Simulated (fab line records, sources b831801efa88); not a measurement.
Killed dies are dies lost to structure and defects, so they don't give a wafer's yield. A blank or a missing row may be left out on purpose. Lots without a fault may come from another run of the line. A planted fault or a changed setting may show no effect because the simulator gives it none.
Problem report in the 8D (eight disciplines) form, filled by code | flow gf180mcu | the parts of the form that need people (team, actions taken, sign-off) are left out

1. THE PROBLEM
heater_power_total_W at GF_CONTACT_PEB_12 reads a mean of 84.83 W on 6 wafers of 2 lots; wafers without a fault read 85.71 W with a standard deviation of 0.084. That is -10 standard deviations from the usual mean.
The step: peb time 90 s.
First seen on wafer L580.3, day 18 18:03, on litho_track-02. The record holds 18 wafers of 6 lots with a number at this step. Rule for "out", or "out of limits": more than 4 standard deviations from the usual mean. The other wafers with a number count as sound.

2. WHAT IT IS AND WHAT IT IS NOT
question                    | is                                 | is not
which readings at this step | heater_power_total_W, plate_temp_C | -
which lots                  | L580, L582                         | L576, L578, L590, L592
which wafers of those lots  | all that have a number             | -
read on which tools         | litho_track-02                     | litho_track-04
when                        | from day 18 18:03                  | up to then (6 sound wafers); but 6 sound wafers of L590, L592 came after

3. SUSPECTS, AND WHAT RULES EACH OUT
Counting: a tool at a process step up to the reading stays a suspect if it ran every lot that is out and no sound lot after the first of them.
- pecvd-04 at GF_CONTACT_CVD_02 (deposits SiO2 from TEOS, target thk 860 nm, time 95.992 s): kept. It ran every lot that is out, first L580 (day 17 18:05), and no sound lot after that; its last sound lot up to then is L576 (day 16 09:23).
- cmp-01 at GF_CONTACT_CMP_04 (polishes SiO2): ruled out as a lasting fault. Sound lots L590 ran on it after its first lot that is out, L580 (day 17 18:13).
- litho_track-02 at GF_CONTACT_PEB_12 (peb time 90 s): ruled out as a lasting fault. Sound lots L590 ran on it after its first lot that is out, L580 (day 18 18:03).
Left after counting: pecvd-04 at GF_CONTACT_CVD_02.

4. THE CAUSE (what the simulator had put in)
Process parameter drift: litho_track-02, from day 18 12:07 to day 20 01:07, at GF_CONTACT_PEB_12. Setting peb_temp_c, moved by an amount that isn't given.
Counting ruled it out, wrongly.

5. THE CHAIN OF EFFECTS, in route order
Each row: a reading whose mean over the struck wafers that have a number lies more than 3 standard deviations from the usual. Only readings for which the record gives a usual standard deviation are gone through. hours: the time from each lot's start at the first step in this table that gives one to its start at this step, as a median over the lots. sigmas: the change in usual standard deviations.
hours | step              | reading              | usual    | on struck wafers | change | sigmas
0     | GF_CONTACT_PEB_12 | heater_power_total_W | 85.71 W  | 84.83            | -0.88  | -10
0     | GF_CONTACT_PEB_12 | plate_temp_C         | 134.97 C | 133.90           | -1.07  | -7.1
The process steps in it:
- GF_CONTACT_PEB_12: peb time 90 s.
Later measuring or inspecting steps at which every struck wafer that the step has a row for has a number for every such reading, and none has moved that far: GF_CONTACT_CD_MEAS_14, GF_CONTACT_OVL_MEAS_15.

6. WHAT WOULD HAVE CAUGHT IT SOONER
In this record the first reading out of limits was taken at day 18 18:03, 6 hours after the fault began at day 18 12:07.
